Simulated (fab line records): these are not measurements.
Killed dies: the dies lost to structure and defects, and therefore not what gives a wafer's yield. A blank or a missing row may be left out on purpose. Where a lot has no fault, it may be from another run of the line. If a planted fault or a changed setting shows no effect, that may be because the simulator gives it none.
fab line records	flow sky130
record lots=7	wafers=21	lastDay=50
route steps=708 shown NWELL@82 PWDE@84 VT_ADJUST_HVTP@85 VT_ADJUST_LVTN@97 PAD_OPEN@708
lots that met no fault: from a run of the same line without faults
startH: hours from the record's opening day to when the first of the lot's shown wafers began	waitH: how many hours have passed since the lot's step before this one	" repeats the value in the row above	L1.1+2: several wafers, shown together as one row	- no value present, or no start provided	* or withheld: withheld	< > ~ a bound
route shown NAME@n: a module of which the file shows steps, and the number in the route of the first	usual: mean/standard deviation of fault-free wafers	same: alike in all rows	chamber/n: place in a boat	sites: readings site by site	_std_site: standard deviation of those values	_edge_site: the outer-site mean with the inner-site mean subtracted	radiusMm: how far each site lies from the wafer's centre	mask NAME#n: copy n	behind: the most recent tool/chamber to have shaped the wafer	hold: reason for holding the lot/hours on hold/outcome of the hold	device: the transistor (n, p or np) that didn't switch	end of line: tests run on the same wafers once the route is complete	a step with no rows: only its recipe	killed: at the first sort, the dies lost to defects and structure; wafer yield is something else	map: shows each die of a wafer: x if killed, . if not, _ if none is there
set.NAME: the run value of the setting; set.NAME@STEP: its run value at that earlier step	model.NAME: the simulator's own value behind a step, which no gauge read
lots at selected steps of the route; one table per step, one row per wafer
services: a tool's chamber out of use, with start hour (startH, from the record's first day; less than 0 if before it), hours out, and reason
## steps
# step SKY_NWELL_RS_MEAS_29
# recipe thkMeasGauge=four-point-probe
# usual NWELL_RS=624.8/2
lot.wafer	tool	chamber	startH	waitH	NWELL_RS[ohm/sq]
L463.1	filmMetro-03	-	110.15	0.1	628.4
L463.4	"	-	"	"	625.7
L463.5	"	-	"	"	628.5
L465.2	filmMetro-01	-	122.84	0.1	624.1
L465.4	"	-	"	"	624.4
L465.6	"	-	"	"	622.4
L467.1	filmMetro-01	-	134.95	0.1	626.1
L467.3	"	-	"	"	625.2
L467.5	"	-	"	"	625.2
L473.3	filmMetro-03	-	167.36	0.1	625.2
L473.5	"	-	"	"	624.6
L473.6	"	-	"	"	623.8
L474.2	filmMetro-03	-	176.55	0.2	628.1
L474.5	"	-	"	"	628.2
L474.6	"	-	"	"	626.6
L481.3	filmMetro-03	-	215.34	0.1	624.8
L481.5	"	-	"	"	624.4
L481.6	"	-	"	"	624.7
L485.2	filmMetro-01	-	244.84	0.1	626.8
L485.5	"	-	"	"	628.2
L485.6	"	-	"	"	628.9
# step SKY_NWELL_RS_MEAS_31
# recipe thkMeasGauge=four-point-probe
# usual PWDE_RS=5277/19
lot.wafer	tool	chamber	startH	waitH	PWDE_RS[ohm/sq]
L463.1	filmMetro-03	-	110.39	0.1	5291
L463.4	"	-	"	"	5290
L463.5	"	-	"	"	5288
L465.2	filmMetro-01	-	123.08	0.1	5274
L465.4	"	-	"	"	5276
L465.6	"	-	"	"	5270
L467.1	filmMetro-01	-	135.19	0.1	5277
L467.3	"	-	"	"	5277
L467.5	"	-	"	"	5284
L473.3	filmMetro-03	-	167.60	0.1	5305
L473.5	"	-	"	"	5312
L473.6	"	-	"	"	5300
L474.2	filmMetro-03	-	176.79	0.1	5309
L474.5	"	-	"	"	5279
L474.6	"	-	"	"	5288
L481.3	filmMetro-03	-	215.58	0.1	5282
L481.5	"	-	"	"	5281
L481.6	"	-	"	"	5279
L485.2	filmMetro-01	-	245.08	0.1	5254
L485.5	"	-	"	"	5253
L485.6	"	-	"	"	5274
# step SKY_VT_ADJUST_HVTP_DEHYDRATE_00
# recipe tempC=200	timeS=60
# step SKY_VT_ADJUST_HVTP_HMDS_01
# recipe primeTimeS=60	primeTempC=120
# step SKY_VT_ADJUST_HVTP_COAT_02
# recipe resist=NOVOLAK	spinRpm=3000	resistThkNm=1140
# step SKY_VT_ADJUST_HVTP_SOFTBAKE_03
# recipe tempC=90	timeS=60	resist=NOVOLAK
# step SKY_VT_ADJUST_HVTP_EXPOSE_04
# recipe maskId=HVTPM	na=0.6	sourceShape=conventional	sigmaOuter=0.6	polarization=unpolarized	targetCdNm=380	doseMj=137
# step SKY_VT_ADJUST_HVTP_PEB_05
# recipe tempC=withheld	timeS=*	resist=NOVOLAK
# step SKY_VT_ADJUST_HVTP_DEVELOP_06
# recipe resist=NOVOLAK	developer=TMAH	developTimeS=60	devTempC=23
# step SKY_VT_ADJUST_HVTP_CD_MEAS_07
# recipe targetCdNm=380
# usual cdNm=379.7/2.6
lot.wafer	tool	chamber	startH	waitH	cdNm
L463.1	cdSem-02	-	128.22	0.1	379.8
L463.4	"	-	"	"	380.1
L463.5	"	-	"	"	379.4
L465.2	cdSem-02	-	141.22	0.1	380.5
L465.4	"	-	"	"	380.3
L465.6	"	-	"	"	379.1
L467.1	cdSem-01	-	151.95	0.1	381.3
L467.3	"	-	"	"	381.9
L467.5	"	-	"	"	378.1
L473.3	cdSem-01	-	187.49	0.1	376.7
L473.5	"	-	"	"	374.7
L473.6	"	-	"	"	375.8
L474.2	cdSem-02	-	196.27	0.1	383.0
L474.5	"	-	"	"	382.5
L474.6	"	-	"	"	385.1
L481.3	cdSem-02	-	237.39	0.1	379.3
L481.5	"	-	"	"	377.9
L481.6	"	-	"	"	377.7
L485.2	cdSem-01	-	268.82	0.1	380.1
L485.5	"	-	"	"	379.3
L485.6	"	-	"	"	380.4
# step SKY_VT_ADJUST_HVTP_OVL_MEAS_08
# usual VT_ADJUST_HVTP_OVL=-0.3/1.4
lot.wafer	tool	chamber	startH	waitH	VT_ADJUST_HVTP_OVL[nm]
L463.1	overlay-02	-	128.34	0.1	-0.3
L463.4	"	-	"	"	0.4
L463.5	"	-	"	"	-0.3
L465.2	overlay-01	-	141.33	0.1	2.6
L465.4	"	-	"	"	0.4
L465.6	"	-	"	"	-0.5
L467.1	overlay-01	-	152.07	0.1	2.6
L467.3	"	-	"	"	-0.3
L467.5	"	-	"	"	2.1
L473.3	overlay-01	-	187.58	0.1	-0.4
L473.5	"	-	"	"	-1.5
L473.6	"	-	"	"	0.0
L474.2	overlay-02	-	196.38	0.1	2.5
L474.5	"	-	"	"	1.6
L474.6	"	-	"	"	1.5
L481.3	overlay-01	-	237.49	0.1	-2.3
L481.5	"	-	"	"	-2.1
L481.6	"	-	"	"	-0.4
L485.2	overlay-02	-	268.93	0.1	-2.1
L485.5	"	-	"	"	-1.7
L485.6	"	-	"	"	-0.8
# step SKY_VT_ADJUST_HVTP_IMPLANT_09
# recipe species=As	energyKev=150	doseCm2=4.3e+12	tiltDeg=withheld
# usual doseIonsCm2=4.3e+12/5e+09	endStationPressureTorr=5e-06/2.7e-07
lot.wafer	tool	chamber	startH	waitH	doseIonsCm2	endStationPressureTorr
L463.1	implanter-02	0	128.39	0.0	4.31e+12	4.86e-06
L463.4	"	0	"	"	4.307e+12	5.26e-06
L463.5	"	0	"	"	4.301e+12	5.01e-06
L465.2	implanter-03	0	141.39	0.0	4.308e+12	5.3e-06
L465.4	"	0	"	"	4.291e+12	4.74e-06
L465.6	"	0	"	"	4.304e+12	5.12e-06
L467.1	implanter-04	0	152.11	0.0	4.295e+12	5.22e-06
L467.3	"	0	"	"	4.294e+12	5.08e-06
L467.5	"	0	"	"	4.287e+12	4.94e-06
L467.1	implanter-04	0	152.42	0.3	4.298e+12	5.23e-06
L467.3	"	0	"	"	4.301e+12	5.15e-06
L467.5	"	0	"	"	4.294e+12	5.25e-06
L473.3	implanter-04	0	187.66	0.1	4.3e+12	4.92e-06
L473.5	"	0	"	"	4.307e+12	4.99e-06
L473.6	"	0	"	"	4.307e+12	4.47e-06
L473.3	implanter-04	0	187.97	0.3	4.291e+12	5.14e-06
L473.5	"	0	"	"	4.293e+12	4.84e-06
L473.6	"	0	"	"	4.303e+12	5.11e-06
L474.2	implanter-04	0	196.43	0.0	4.297e+12	5.55e-06
L474.5	"	0	"	"	4.299e+12	5.1e-06
L474.6	"	0	"	"	4.295e+12	4.72e-06
L474.2	implanter-04	0	196.75	0.3	4.307e+12	4.82e-06
L474.5	"	0	"	"	4.298e+12	4.86e-06
L474.6	"	0	"	"	4.302e+12	4.85e-06
L481.3	implanter-02	0	237.56	0.1	4.294e+12	4.79e-06
L481.5	"	0	"	"	4.3e+12	4.98e-06
L481.6	"	0	"	"	4.301e+12	4.99e-06
L485.2	implanter-03	0	268.99	0.0	4.299e+12	4.9e-06
L485.5	"	0	"	"	4.286e+12	4.85e-06
L485.6	"	0	"	"	4.296e+12	5.59e-06
# step SKY_VT_ADJUST_HVTP_STRIP_10
# recipe chemistry=O2/N2	powerW=1400	pressureMtorr=1500	platenTempC=withheld	o2FlowSccm=3000	n2FlowSccm=300	overashFraction=0.5
# usual drypumpMotorCurrentA=5.7/0.37	oesProductAu=0.716/0.0042	stripTimeToEndpointS=14.19/0.04
lot.wafer	tool	chamber	startH	waitH	drypumpMotorCurrentA	oesProductAu	rfHoursCounterH	stripTimeToEndpointS
L463.1	plasmaAsher-01	0	128.54	0.1	5.5	0.717	32	14.23
L463.4	"	0	"	"	5.6	0.715	-	14.15
L463.5	"	1	"	"	4.9	0.710	-	14.21
L465.2	plasmaAsher-02	1	141.51	0.1	5.2	0.711	2	14.15
L465.4	"	1	"	"	5.2	0.712	-	14.19
L465.6	"	0	"	"	5.4	0.718	-	14.14
L467.1	plasmaAsher-04	0	152.57	0.1	5.8	0.713	47	14.18
L467.3	"	0	"	"	5.8	0.715	-	14.13
L467.5	"	0	"	"	5.8	0.720	-	14.11
L473.3	plasmaAsher-04	1	188.11	0.1	6.1	0.714	-	14.22
L473.5	"	0	"	"	5.8	0.713	-	14.17
L473.6	"	1	"	"	6.1	0.720	-	14.21
L474.2	plasmaAsher-04	1	196.87	0.1	6.1	0.719	52	14.16
L474.5	"	0	"	"	5.8	0.720	-	14.20
L474.6	"	1	"	"	6.1	0.716	-	14.18
L481.3	plasmaAsher-02	0	237.69	0.1	5.4	0.713	-	14.20
L481.5	"	1	"	"	5.2	0.716	-	14.24
L481.6	"	0	"	"	5.4	0.721	-	14.20
L485.2	plasmaAsher-02	0	269.11	0.1	5.4	0.718	15	14.14
L485.5	"	1	"	"	5.2	0.721	-	14.13
L485.6	"	0	"	"	5.4	0.715	-	14.15
# step SKY_VT_ADJUST_HVTP_TW_MEAS_11
# usual VT_ADJUST_HVTP_TW=1345/15
lot.wafer	tool	chamber	startH	waitH	VT_ADJUST_HVTP_TW
L463.1	filmMetro-02	-	128.64	0.1	1344
L463.4	"	-	"	"	1340
L463.5	"	-	"	"	1337
L465.2	filmMetro-01	-	141.62	0.1	1329
L465.4	"	-	"	"	1338
L465.6	"	-	"	"	1334
L467.1	filmMetro-02	-	152.75	0.1	1668
L467.3	"	-	"	"	1677
L467.5	"	-	"	"	1673
L473.3	filmMetro-01	-	188.19	0.1	1660
L473.5	"	-	"	"	1668
L473.6	"	-	"	"	1648
L474.2	filmMetro-01	-	196.98	0.1	1643
L474.5	"	-	"	"	1648
L474.6	"	-	"	"	1646
L481.3	filmMetro-03	-	237.78	0.1	1364
L481.5	"	-	"	"	1355
L481.6	"	-	"	"	1364
L485.2	filmMetro-03	-	269.22	0.1	1360
L485.5	"	-	"	"	1357
L485.6	"	-	"	"	1360
# step SKY_VT_ADJUST_LVTN_DEHYDRATE_00
# recipe tempC=200	timeS=60
# step SKY_PAD_OPEN_PROBE_99
# usual killed_at_M0_to_M3=44/7.1	killed_at_M4_up=3.1/1.8	killedAtContacts=24/5.3	killedAtFrontEnd=15/4.5	killedAtOther=0.2/0.42	killedDies=86/9.6	killedOpen=46/6.9	killedShort=40/6.4
# same grossDies=492	killedAtBackSide=0
lot.wafer	tool	chamber	startH	waitH	killed_at_M0_to_M3	killed_at_M4_up	killedAtContacts	killedAtFrontEnd	killedAtOther	killedDies	killedOpen	killedShort	model.etest.tipP.rsOhmSq	model.etest.pfet_01v8.rOnOhmUm	model.etest.pfet_01v8.driveUaUm	model.etest.tipP.rsOhmSqRange	model.etest.pfet_01v8_mvt.driveUaUm	model.etest.pfet_01v8_hvt.driveUaUm	model.etest.sramPfetLatch.driveUaUm	model.etest.ring_1v8.delayPs
L463.1	prober-02	-	1072.42	0.1	48	3	31	9	1	92	45	47	6708	2860	194.4	284.4	151.6	145.5	143.5	20.8
L463.4	prober-02	-	1072.57	0.2	52	5	19	15	0	91	44	47	6722	2832	199.6	78.43	152.8	147.5	148.9	20.5
L463.5	prober-02	-	1072.62	0.2	44	3	24	16	0	87	37	50	6707	2847	196	248.6	153.2	146.9	152.5	20.73
L465.2	prober-02	-	1085.48	0.1	45	2	26	11	0	84	48	36	6686	2863	193.6	227.5	153.6	145.7	148.4	20.96
L465.4	prober-02	-	1085.58	0.2	50	2	20	9	0	81	49	32	6641	2827	199.5	108.4	156.2	149.1	146.7	20.39
L465.6	prober-02	-	1085.68	0.2	48	5	45	9	0	107	57	50	6698	2980	189.2	162.9	150.4	138.4	137.2	21.34
L467.1	prober-02	-	1097.83	0.1	50	5	21	13	0	89	54	35	9019	3586	126.8	178.4	91.1	98.25	99.5	27.48
L467.3	prober-02	-	1097.93	0.2	50	2	27	16	0	95	56	39	8998	3648	125.4	228.5	90.48	97.28	97.23	28.13
L467.5	prober-02	-	1098.03	0.2	44	1	27	12	0	84	45	39	8952	3585	125.1	283.4	90.94	98.65	101.8	28.04
L473.3	prober-02	-	1142.34	0.2	52	1	29	14	0	96	52	44	9056	3717	122.8	359.9	87.56	93.99	101.1	27.48
L473.5	prober-02	-	1142.44	0.2	40	2	23	15	0	80	49	31	8997	3707	121.6	127.2	87.94	93.77	96.61	28.01
L473.6	prober-02	-	1142.49	0.2	43	1	28	9	1	82	41	41	9042	3682	122.6	240.6	88.69	95.08	95.56	27.61
L474.2	prober-01	-	1142.37	0.1	41	1	21	17	0	80	41	39	8979	3686	123.3	411.6	87.29	97.21	97	27.89
L474.5	prober-01	-	1142.52	0.2	39	3	31	5	0	78	41	37	8926	3653	124.1	242.6	88.99	96.31	99.89	27.93
L474.6	prober-01	-	1142.57	0.2	47	4	28	8	0	87	49	38	8927	3569	128.6	252	90.5	100.8	101.3	26.48
L485.2	prober-02	-	1198.40	0.1	43	4	21	20	0	88	49	39	6739	2830	201.4	125.8	154.2	149.4	149.5	20.14
L485.5	prober-02	-	1198.55	0.2	31	3	18	25	0	77	38	39	6714	2919	191.3	113.4	150.9	142.8	144.3	21.56
L485.6	prober-02	-	1198.60	0.2	26	2	32	17	0	77	32	45	6742	2967	188.2	98.01	148.2	139.1	141.3	21.73
L481.3	prober-01	-	1198.43	0.2	41	3	17	16	0	77	32	45	6858	2907	192.6	266.7	150.1	143.1	145.7	21.7
L481.5	prober-01	-	1198.53	0.2	57	1	30	19	0	107	66	41	6749	2984	186.7	184.8	147.3	137.3	136.3	21.84
L481.6	prober-01	-	1198.58	0.2	48	1	25	13	0	87	46	41	6820	2905	193.2	139.5	151.1	144.4	143.9	21.49
# killed by level:class
L463.1 CONTACT:geometricParticle:open=12 VIA1:geometricParticle:open=11 CONTACT:geometricParticle:short=9 VIA3:geometricParticle:open=8 VIA1:geometricParticle:short=5 METAL2:geometricParticle:short=5 VIA2:geometricParticle:open=5 LI_CONTACT:geometricParticle:open=4
L463.4 VIA1:geometricParticle:open=11 METAL1:geometricParticle:short=8 VIA3:geometricParticle:open=8 VIA2:geometricParticle:short=6 LI_CONTACT:geometricParticle:short=5 CONTACT:geometricParticle:short=5 FIELD_ISO:geometricParticle:open=4 LI_CONTACT:geometricParticle:open=4
L463.5 VIA1:geometricParticle:open=9 METAL1:geometricParticle:short=9 POLY_GATE:geometricParticle:short=6 LI_CONTACT:geometricParticle:open=6 CONTACT:geometricParticle:open=6 VIA2:geometricParticle:open=6 LI_CONTACT:geometricParticle:short=5 METAL2:geometricParticle:short=5
L465.2 CONTACT:geometricParticle:open=13 VIA2:geometricParticle:open=8 VIA1:geometricParticle:open=7 LI_CONTACT:geometricParticle:open=6 VIA3:geometricParticle:open=6 VIA3:geometricParticle:short=6 METAL2:geometricParticle:short=6 VIA1:geometricParticle:short=4
L465.4 VIA1:geometricParticle:open=12 VIA2:geometricParticle:open=11 LI_CONTACT:geometricParticle:open=6 CONTACT:geometricParticle:open=5 METAL1:geometricParticle:short=5 METAL2:geometricParticle:short=5 VIA3:geometricParticle:short=5 VIA3:geometricParticle:open=5
L465.6 LI_CONTACT:geometricParticle:open=15 CONTACT:geometricParticle:open=10 VIA1:geometricParticle:open=10 LOCAL_INTERCONNECT:geometricParticle:short=8 VIA1:geometricParticle:short=7 VIA2:geometricParticle:open=7 VIA3:geometricParticle:open=7 LI_CONTACT:geometricParticle:short=6
L467.1 VIA1:geometricParticle:open=13 VIA3:geometricParticle:open=12 CONTACT:geometricParticle:open=11 METAL2:geometricParticle:short=8 VIA1:geometricParticle:short=7 POLY_GATE:geometricParticle:open=5 FIELD_ISO:geometricParticle:short=4 LI_CONTACT:geometricParticle:open=4
L467.3 VIA1:geometricParticle:open=12 VIA3:geometricParticle:open=11 LOCAL_INTERCONNECT:geometricParticle:short=8 CONTACT:geometricParticle:open=7 VIA2:geometricParticle:open=7 LI_CONTACT:geometricParticle:open=6 METAL1:geometricParticle:short=5 VIA1:geometricParticle:short=5
L467.5 VIA1:geometricParticle:open=11 CONTACT:geometricParticle:open=9 VIA2:geometricParticle:open=7 FIELD_ISO:geometricParticle:short=6 METAL1:geometricParticle:short=6 METAL2:geometricParticle:short=6 LI_CONTACT:geometricParticle:open=5 LI_CONTACT:geometricParticle:short=4
L473.3 LI_CONTACT:geometricParticle:open=11 VIA2:geometricParticle:open=10 VIA1:geometricParticle:open=9 VIA3:geometricParticle:open=8 CONTACT:geometricParticle:open=7 VIA2:geometricParticle:short=7 CONTACT:geometricParticle:short=6 METAL1:geometricParticle:short=6
L474.2 VIA2:geometricParticle:open=8 VIA1:geometricParticle:open=7 VIA3:geometricParticle:short=6 VIA3:geometricParticle:open=5 CONTACT:geometricParticle:open=5 METAL2:geometricParticle:short=5 FIELD_ISO:geometricParticle:open=4 POLY_GATE:geometricParticle:short=4
L473.5 VIA3:geometricParticle:open=8 VIA2:geometricParticle:open=8 CONTACT:geometricParticle:open=7 LI_CONTACT:geometricParticle:open=6 VIA1:geometricParticle:open=6 CONTACT:geometricParticle:short=4 VIA1:geometricParticle:short=4 METAL2:geometricParticle:short=4
L473.6 VIA1:geometricParticle:open=10 LI_CONTACT:geometricParticle:open=7 LOCAL_INTERCONNECT:geometricParticle:short=6 VIA2:geometricParticle:open=6 CONTACT:geometricParticle:short=5 CONTACT:geometricParticle:open=5 VIA1:geometricParticle:short=5 METAL3:geometricParticle:short=5
L474.5 LI_CONTACT:geometricParticle:open=11 CONTACT:geometricParticle:open=7 VIA1:geometricParticle:open=7 LOCAL_INTERCONNECT:geometricParticle:short=6 VIA2:geometricParticle:open=6 CONTACT:geometricParticle:short=5 VIA1:geometricParticle:short=5 METAL3:geometricParticle:short=5
L474.6 CONTACT:geometricParticle:open=12 VIA2:geometricParticle:open=9 VIA1:geometricParticle:open=8 LI_CONTACT:geometricParticle:open=6 LOCAL_INTERCONNECT:geometricParticle:short=6 METAL2:geometricParticle:short=6 METAL1:geometricParticle:short=5 VIA1:geometricParticle:short=4
L485.2 VIA1:geometricParticle:open=12 CONTACT:geometricParticle:open=7 LI_CONTACT:geometricParticle:open=6 VIA3:geometricParticle:open=6 POLY_GATE:geometricParticle:open=5 LI_CONTACT:geometricParticle:short=5 VIA1:geometricParticle:short=5 FIELD_ISO:geometricParticle:short=4
L481.3 VIA1:geometricParticle:open=8 METAL1:geometricParticle:short=7 METAL2:geometricParticle:short=7 LI_CONTACT:geometricParticle:open=6 FIELD_ISO:geometricParticle:open=5 VIA3:geometricParticle:open=5 CONTACT:geometricParticle:open=5 VIA1:geometricParticle:short=5
L481.5 VIA1:geometricParticle:open=19 VIA3:geometricParticle:open=11 LI_CONTACT:geometricParticle:open=11 CONTACT:geometricParticle:open=11 METAL1:geometricParticle:short=8 POLY_GATE:geometricParticle:short=6 VIA2:geometricParticle:open=6 VIA1:geometricParticle:short=5
L485.5 CONTACT:geometricParticle:open=8 POLY_GATE:geometricParticle:short=8 FIELD_ISO:geometricParticle:open=5 POLY_GATE:geometricParticle:open=5 METAL1:geometricParticle:short=5 VIA1:geometricParticle:open=5 VIA1:geometricParticle:short=5 VIA2:geometricParticle:short=5
L481.6 VIA1:geometricParticle:open=11 LI_CONTACT:geometricParticle:open=8 VIA2:geometricParticle:open=8 METAL1:geometricParticle:short=7 LI_CONTACT:geometricParticle:short=5 CONTACT:geometricParticle:open=5 VIA3:geometricParticle:short=5 METAL2:geometricParticle:short=4
L485.6 LI_CONTACT:geometricParticle:open=8 CONTACT:geometricParticle:short=8 POLY_GATE:geometricParticle:short=7 CONTACT:geometricParticle:open=7 LI_CONTACT:geometricParticle:short=5 VIA1:geometricParticle:open=5 FIELD_ISO:geometricParticle:short=4 POLY_GATE:geometricParticle:open=4
## services
tool	chamber	startH	hours	kind
implanter-03	-	106.36	25.4	pm
plasmaAsher-02	-	108.75	9.0	pm
plasmaAsher-02	0	108.75	9.0	ventCycle
plasmaAsher-02	1	108.75	9.0	ventCycle
plasmaAsher-02	0	117.75	-	clean
plasmaAsher-02	1	117.75	-	clean
implanter-02	-	144.55	4.9	repair
plasmaAsher-02	-	148.75	1.9	repair
implanter-02	-	157.28	3.1	repair
plasmaAsher-01	-	188.45	0.8	repair
plasmaAsher-04	-	219.17	2.1	repair
implanter-03	-	221.33	2.1	repair
implanter-04	-	248.99	4.6	pm
plasmaAsher-01	-	249.83	2.8	pm
## key
firstSign step=SKY_VT_ADJUST_HVTP_IMPLANT_09	reading=visit	direction=added
effect step=SKY_VT_ADJUST_HVTP_TW_MEAS_11	reading=VT_ADJUST_HVTP_TW	direction=up	sigmas=21	usual=1345	struck=1659
modelEffect step=SKY_PAD_OPEN_PROBE_99	value=etest.tipP.rsOhmSq	without=6761	struck=8988
metAt SKY_VT_ADJUST_HVTP_IMPLANT_09
struckWafers L467.1,L467.3,L467.5,L473.3,L473.5,L473.6,L474.2,L474.5,L474.6
testerLeftOut L467,L473,L474
fault kind=repeatedStepWhole	tool=implanter-02,implanter-03,implanter-04	chamber=-	onsetH=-	steps=SKY_VT_ADJUST_HVTP_IMPLANT_09	times=1	scope=struckLotsOnly
# testerLeftOut: of these lots the tester's yield and bins aren't shown, on N5 and GAA mostly nor the transistor test; their killed dies are dies lost to structure and defects alone, not to doping, threshold or leakage, so they don't give the yield
